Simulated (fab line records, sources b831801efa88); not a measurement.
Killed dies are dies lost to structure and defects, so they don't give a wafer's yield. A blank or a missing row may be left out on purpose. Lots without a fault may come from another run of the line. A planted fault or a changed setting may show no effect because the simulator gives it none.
Tool commonality check | flow sky130 | 13 lots, 39 wafers sampled

WHY IT WAS OPENED
At SKY_SD_N_RS_MEAS_17 the reading SD_P_RS is flagged on 2 of 13 lots. Wafers without a fault read 147.1 ohm/sq, standard deviation 0.39.
Rule: a lot is flagged when every wafer of it that has a number lies more than 4 standard deviations from that mean, or none has a number. The other lots count as sound.

lot  | measured     | on            | SD_P_RS (ohm/sq), wafer by wafer | flag
L857 | day 29 16:53 | film_metro-04 | 146.9 147.1 146.8                |
L856 | day 29 17:01 | film_metro-01 | 147.2 147.1 147.6                |
L859 | day 30 03:42 | film_metro-01 | 147.7 147.5 147.5                |
L861 | day 30 23:46 | film_metro-01 | 147.0 147.4 147.2                |
L864 | day 31 16:13 | film_metro-04 | 148.1 147.5 147.6                |
L866 | day 32 21:33 | film_metro-03 | 147.0 146.9 147.5                |
L867 | day 32 22:44 | film_metro-04 | 150.9 150.9 150.8                | FLAGGED
L868 | day 33 01:03 | film_metro-04 | 150.8 150.8 151.1                | FLAGGED
L872 | day 34 05:13 | film_metro-01 | 146.9 147.3 146.6                |
L873 | day 34 18:38 | film_metro-03 | 147.4 147.2 147.3                |
L874 | day 35 14:50 | film_metro-03 | 146.9 147.1 146.8                |
L875 | day 35 15:50 | film_metro-03 | 147.5 147.9 147.8                |
L876 | day 35 18:49 | film_metro-01 | 146.6 146.6 146.9                |
The numbers of the flagged lots are 150.9 ohm/sq on average: +3.8 ohm/sq against the usual, or +10 standard deviations.

WHICH TOOL RAN EACH LOT
The record holds 2 process steps before the reading, out of a route of 708 steps. In each cell: the tool, then ch and the chambers that the sampled wafers went through, then the start.
lot  | flag    | SKY_SD_P_IMPLANT_09             | SKY_SD_P_STRIP_10
L857 |         | implanter-01 ch 0, day 27 06:38 | plasma_asher-04 ch 0,1, day 27 06:47
L856 |         | implanter-04 ch 0, day 27 06:58 | plasma_asher-01 ch 0,1, day 27 07:05
L859 |         | implanter-03 ch 0, day 27 18:43 | plasma_asher-03 ch 0,1, day 27 18:50
L861 |         | implanter-04 ch 0, day 28 15:11 | plasma_asher-04 ch 0,1, day 28 15:20
L864 |         | implanter-03 ch 0, day 29 08:23 | plasma_asher-01 ch 0,1, day 29 08:32
L866 |         | implanter-04 ch 0, day 30 14:49 | plasma_asher-01 ch 0,1, day 30 14:56
L867 | FLAGGED | implanter-04 ch 0, day 30 15:52 | plasma_asher-03 ch 0,1, day 30 15:59
L868 | FLAGGED | implanter-04 ch 0, day 30 17:34 | plasma_asher-01 ch 0,1, day 30 17:41
L872 |         | implanter-01 ch 0, day 31 23:02 | plasma_asher-03 ch 0,1, day 31 23:11
L873 |         | implanter-01 ch 0, day 32 12:23 | plasma_asher-03 ch 0, day 32 12:31
L874 |         | implanter-01 ch 0, day 33 08:52 | plasma_asher-03 ch 0,1, day 33 09:01
L875 |         | implanter-03 ch 0, day 33 10:17 | plasma_asher-03 ch 0,1, day 33 10:25
L876 |         | implanter-03 ch 0, day 33 12:04 | plasma_asher-01 ch 0,1, day 33 12:11
What these steps do:
- SKY_SD_P_IMPLANT_09
- SKY_SD_P_STRIP_10: strips in O2/N2.
- SKY_SD_N_RS_MEAS_17: measures by four-point-probe.

FLAGGED OVER TOTAL, TOOL BY TOOL (the gauges that took the reading come last)
step                | tool            | lots run | flagged | share of the flagged lots | sound lots run after its first flagged lot
SKY_SD_P_IMPLANT_09 | implanter-01    | 4        | 0       | none                      | -
SKY_SD_P_IMPLANT_09 | implanter-03    | 4        | 0       | none                      | -
SKY_SD_P_IMPLANT_09 | implanter-04    | 5        | 2       | all                       | 0
SKY_SD_P_STRIP_10   | plasma_asher-01 | 5        | 1       | some                      | 1 (L876)
SKY_SD_P_STRIP_10   | plasma_asher-03 | 6        | 1       | some                      | 4 (L872,L873,L874,L875)
SKY_SD_P_STRIP_10   | plasma_asher-04 | 2        | 0       | none                      | -
SKY_SD_N_RS_MEAS_17 | film_metro-01   | 5        | 0       | none                      | -
SKY_SD_N_RS_MEAS_17 | film_metro-03   | 4        | 0       | none                      | -
SKY_SD_N_RS_MEAS_17 | film_metro-04   | 4        | 2       | all                       | 0

WHAT THE TABLE ALLOWS
2 rows of the table ran every flagged lot: implanter-04 at SKY_SD_P_IMPLANT_09, film_metro-04 at SKY_SD_N_RS_MEAS_17.
- implanter-04 at SKY_SD_P_IMPLANT_09: 2 of its 5 lots flagged. Its last sound lot is L866 (day 30 14:49), its first flagged lot L867 (day 30 15:52): a fault that began between those two fits. Its own readings lie more than 4 standard deviations out on every wafer of the flagged lots: dose_ions_cm2.
- film_metro-04 at SKY_SD_N_RS_MEAS_17: 2 of its 4 lots flagged. Its last sound lot is L864 (day 31 16:13), its first flagged lot L867 (day 32 22:44): a fault that began between those two fits.
Counting lots can't tell these 2 tools apart, because each fits a fault that began at some hour. More lots, or a look at what each step does to the wafer, might.

WHAT THE SIMULATOR HAD PUT IN
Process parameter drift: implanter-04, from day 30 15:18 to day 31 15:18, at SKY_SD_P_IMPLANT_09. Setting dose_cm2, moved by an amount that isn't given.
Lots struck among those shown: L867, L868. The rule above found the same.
